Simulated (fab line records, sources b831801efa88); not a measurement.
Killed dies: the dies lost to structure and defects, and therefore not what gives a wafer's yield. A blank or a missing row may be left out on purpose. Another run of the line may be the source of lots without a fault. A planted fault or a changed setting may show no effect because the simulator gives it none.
Lot-split experiment :: flow gf180mcu :: route with 602 steps; 5 lots, 23 wafers read

== THE SPLIT ==
At GF_CONTACT_SPUTTER_22 (material Ti, target thk 15 nm, time 80.02 s), the setting power_w was moved away from the recipe's 2500 W on 8 of the 23 wafers read, by -11.9% to +4.0%. This setting was run at the recipe's value on the other wafers.

Reading taken at the split's own step.

== THE READING ==
Ti_of_CONTACT_SPUTTER_22.thk_nm (the simulator's own value, which no gauge read), in nm, at GF_CONTACT_SPUTTER_22 (material Ti, target thk 15 nm, time 80.02 s). No usual value for it is given in the file. Across the 15 wafers here that went through the recipe, the average is 15.12 nm and the standard deviation 0.16 nm.

wafer: L074.1
tool, chamber at the split: pvd_sputter-03, -
power_w as run, W: 2500
against the recipe: recipe
Ti_of_CONTACT_SPUTTER_22.thk_nm, nm: 15.24
against lot-mates on the recipe: -

wafer: L074.2
tool, chamber at the split: pvd_sputter-03, -
power_w as run, W: 2500
against the recipe: recipe
Ti_of_CONTACT_SPUTTER_22.thk_nm, nm: 15.03
against lot-mates on the recipe: -

wafer: L074.3
tool, chamber at the split: pvd_sputter-03, -
power_w as run, W: 2500
against the recipe: recipe
Ti_of_CONTACT_SPUTTER_22.thk_nm, nm: 14.96
against lot-mates on the recipe: -

wafer: L074.5
tool, chamber at the split: pvd_sputter-03, -
power_w as run, W: 2593
against the recipe: +3.7%
Ti_of_CONTACT_SPUTTER_22.thk_nm, nm: 15.85
against lot-mates on the recipe: +0.77

wafer: L074.6
tool, chamber at the split: pvd_sputter-03, -
power_w as run, W: 2593
against the recipe: +3.7%
Ti_of_CONTACT_SPUTTER_22.thk_nm, nm: 15.48
against lot-mates on the recipe: +0.40

wafer: L075.2
tool, chamber at the split: pvd_sputter-03, -
power_w as run, W: 2500
against the recipe: recipe
Ti_of_CONTACT_SPUTTER_22.thk_nm, nm: 14.97
against lot-mates on the recipe: -

wafer: L075.4
tool, chamber at the split: pvd_sputter-03, -
power_w as run, W: 2500
against the recipe: recipe
Ti_of_CONTACT_SPUTTER_22.thk_nm, nm: 14.8
against lot-mates on the recipe: -

wafer: L075.5
tool, chamber at the split: pvd_sputter-03, -
power_w as run, W: 2500
against the recipe: recipe
Ti_of_CONTACT_SPUTTER_22.thk_nm, nm: 15.07
against lot-mates on the recipe: -

wafer: L082.2
tool, chamber at the split: pvd_sputter-04, -
power_w as run, W: 2601
against the recipe: +4.0%
Ti_of_CONTACT_SPUTTER_22.thk_nm, nm: 15.4
against lot-mates on the recipe: +0.13

wafer: L082.3
tool, chamber at the split: pvd_sputter-04, -
power_w as run, W: 2500
against the recipe: recipe
Ti_of_CONTACT_SPUTTER_22.thk_nm, nm: 15.36
against lot-mates on the recipe: -

wafer: L082.4
tool, chamber at the split: pvd_sputter-04, -
power_w as run, W: 2601
against the recipe: +4.0%
Ti_of_CONTACT_SPUTTER_22.thk_nm, nm: 16.03
against lot-mates on the recipe: +0.76

wafer: L082.5
tool, chamber at the split: pvd_sputter-04, -
power_w as run, W: 2601
against the recipe: +4.0%
Ti_of_CONTACT_SPUTTER_22.thk_nm, nm: 16.04
against lot-mates on the recipe: +0.77

wafer: L082.6
tool, chamber at the split: pvd_sputter-04, -
power_w as run, W: 2500
against the recipe: recipe
Ti_of_CONTACT_SPUTTER_22.thk_nm, nm: 15.19
against lot-mates on the recipe: -

wafer: L083.1
tool, chamber at the split: pvd_sputter-01, -
power_w as run, W: 2203
against the recipe: -11.9%
Ti_of_CONTACT_SPUTTER_22.thk_nm, nm: 13.24
against lot-mates on the recipe: -2.05

wafer: L083.2
tool, chamber at the split: pvd_sputter-01, -
power_w as run, W: 2500
against the recipe: recipe
Ti_of_CONTACT_SPUTTER_22.thk_nm, nm: 15.26
against lot-mates on the recipe: -

wafer: L083.3
tool, chamber at the split: pvd_sputter-01, -
power_w as run, W: 2203
against the recipe: -11.9%
Ti_of_CONTACT_SPUTTER_22.thk_nm, nm: 13.17
against lot-mates on the recipe: -2.12

wafer: L083.4
tool, chamber at the split: pvd_sputter-01, -
power_w as run, W: 2203
against the recipe: -11.9%
Ti_of_CONTACT_SPUTTER_22.thk_nm, nm: 12.99
against lot-mates on the recipe: -2.30

wafer: L083.5
tool, chamber at the split: pvd_sputter-01, -
power_w as run, W: 2500
against the recipe: recipe
Ti_of_CONTACT_SPUTTER_22.thk_nm, nm: 15.32
against lot-mates on the recipe: -

wafer: L085.1
tool, chamber at the split: pvd_sputter-01, -
power_w as run, W: 2500
against the recipe: recipe
Ti_of_CONTACT_SPUTTER_22.thk_nm, nm: 14.95
against lot-mates on the recipe: -

wafer: L085.2
tool, chamber at the split: pvd_sputter-01, -
power_w as run, W: 2500
against the recipe: recipe
Ti_of_CONTACT_SPUTTER_22.thk_nm, nm: 15.18
against lot-mates on the recipe: -

wafer: L085.3
tool, chamber at the split: pvd_sputter-01, -
power_w as run, W: 2500
against the recipe: recipe
Ti_of_CONTACT_SPUTTER_22.thk_nm, nm: 15.27
against lot-mates on the recipe: -

wafer: L085.6
tool, chamber at the split: pvd_sputter-01, -
power_w as run, W: 2500
against the recipe: recipe
Ti_of_CONTACT_SPUTTER_22.thk_nm, nm: 15.27
against lot-mates on the recipe: -

wafer: L085.5
tool, chamber at the split: pvd_sputter-01, -
power_w as run, W: 2500
against the recipe: recipe
Ti_of_CONTACT_SPUTTER_22.thk_nm, nm: 14.98
against lot-mates on the recipe: -

FIT RESULTS
A straight line over all 23 wafers: Ti_of_CONTACT_SPUTTER_22.thk_nm changes by +0.167 nm for each +1% of power_w; r = +0.97; the points scatter about the line by 0.19 nm.
The same after taking each lot's own level away (the mean of its wafers on the recipe; 23 wafers): +0.175 nm for each +1%; r = +0.98; scatter 0.17 nm.
On that fit, the largest move of power_w shifts the reading by 2.1 nm.
The lots' own levels span 14.947 to 15.290 nm, that is 2.1 times the standard deviation above.
Hence the lot-to-lot level has little effect on the slope; both slopes agree.
Check: with one of the wafers moved furthest among these (-11.9%) left out of the fit, the line predicts -2.14 nm for it against its lot-mates. Against them it came out at -2.05 nm.

== FURTHER SPLITS ON THESE WAFERS ==
Note: prior to the reading, these wafers also went through further splits. Each is held against what the fit with the lots' levels taken away leaves over:
other split on the same wafers: GF_PSD_IMPLANT_09 energy_kev
wafers away from the commonest value: 6
r with Ti_of_CONTACT_SPUTTER_22.thk_nm (lot level and that fit taken away): -0.04

other split on the same wafers: GF_SAB_CVD_00 time_s
wafers away from the commonest value: 5
r with Ti_of_CONTACT_SPUTTER_22.thk_nm (lot level and that fit taken away): +0.23

other split on the same wafers: GF_SAB_DEVELOP_08 develop_time_s
wafers away from the commonest value: 5
r with Ti_of_CONTACT_SPUTTER_22.thk_nm (lot level and that fit taken away): -0.09

other split on the same wafers: GF_SALICIDE_SPUTTER_03 time_s
wafers away from the commonest value: 4
r with Ti_of_CONTACT_SPUTTER_22.thk_nm (lot level and that fit taken away): +0.02

other split on the same wafers: GF_CONTACT_CMP_04 leave_above_ref_nm
wafers away from the commonest value: 5
r with Ti_of_CONTACT_SPUTTER_22.thk_nm (lot level and that fit taken away): +0.18

other split on the same wafers: GF_CONTACT_PEB_12 peb_temp_c
wafers away from the commonest value: 10
r with Ti_of_CONTACT_SPUTTER_22.thk_nm (lot level and that fit taken away): +0.04

== FILE'S OWN FIT ==
Ti_of_CONTACT_SPUTTER_22.thk_nm changes by +0.175 nm for each +1% of power_w, r = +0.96.
